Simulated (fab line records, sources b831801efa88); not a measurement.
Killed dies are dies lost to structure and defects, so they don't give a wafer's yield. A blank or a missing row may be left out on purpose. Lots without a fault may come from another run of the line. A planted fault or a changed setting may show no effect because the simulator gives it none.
Chamber matching | flow sky130 | SKY_FIELD_ISO_ETCH_17 on rie_si-01: 4 sister chambers
The step etches Si in HBr/Cl2/O2, target depth 342 nm, time 97.7 s. 14 wafers are shown with their chamber, then 6 later ones without.

WAFERS WITH THEIR CHAMBER
wafer  | chamber | drypump_motor_current_A (A) | oes_product_au (a.u.) | throttle_valve_pct (%)
L385.1 | 0       | 6.4                         | 0.987                 | 25.662
L385.4 | 2       | 6.2                         | 1.009                 | 25.664
L385.5 | 1       | 6.0                         | 1.011                 | 25.653
L389.1 | 0       | 6.4                         | 0.999                 | 25.666
L389.4 | 2       | 6.2                         | 1.009                 | 25.662
L389.6 | 1       | 6.0                         | 1.009                 | 25.639
L390.3 | 2       | 6.3                         | 0.994                 | 25.664
L390.5 | 3       | 6.2                         | 0.989                 | 25.652
L390.6 | 0       | 6.3                         | 0.983                 | 25.664
L395.1 | 1       | 6.0                         | 1.006                 | 25.655
L395.4 | 2       | 6.2                         | 1.006                 | 25.662
L399.1 | 1       | 6.0                         | 0.996                 | 25.648
L399.3 | 2       | 6.2                         | 1.009                 | 25.649
L399.4 | 0       | 6.3                         | 0.989                 | 25.661

SIGNATURES (means of the wafers above)
reading                 | chamber 0 | chamber 1 | chamber 2 | chamber 3 | scatter within a chamber
drypump_motor_current_A | 6.350     | 6.000     | 6.220     | 6.200     | 0.0424
oes_product_au          | 0.98950   | 1.00550   | 1.00540   | 0.98900   | 0.00664
throttle_valve_pct      | 25.66325  | 25.64875  | 25.66020  | 25.65200  | 0.00573
Rule: a wafer's distance from a chamber is the root of the sum, over the readings, of the square of ((its reading less the chamber's mean) divided by the reading's scatter). The wafer belongs to the nearest chamber; if the next one is less than 2 further off, it can't be placed. The scatter: the root of (the sum of the squares of (reading less its chamber's mean) over the shown wafers, divided by (wafers less chambers)).

WAFERS WITHOUT THEIR CHAMBER
wafer  | drypump_motor_current_A (A) | oes_product_au (a.u.) | throttle_valve_pct (%)
L400.2 | 6.3                         | 1.009                 | 25.667
L400.5 | 6.0                         | 1.001                 | 25.667
L400.6 | 6.4                         | 0.992                 | 25.663
L401.1 | 6.2                         | 0.983                 | 25.654
L401.2 | 6.4                         | 0.981                 | 25.688
L401.4 | 6.0                         | 0.996                 | 25.652

WHICH CHAMBER EACH WENT THROUGH
wafer  | from the rows above     | in truth
L400.2 | can't be placed: 2 or 0 | 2
L400.5 | 1                       | 1
L400.6 | 0                       | 0
L401.1 | 3                       | 3
L401.2 | 0                       | 0
L401.4 | 1                       | 1
Placed correctly: 5 of 6. Can't be placed from these rows: 1 (the true chamber is among the candidates in 1). Placed wrongly: 0.
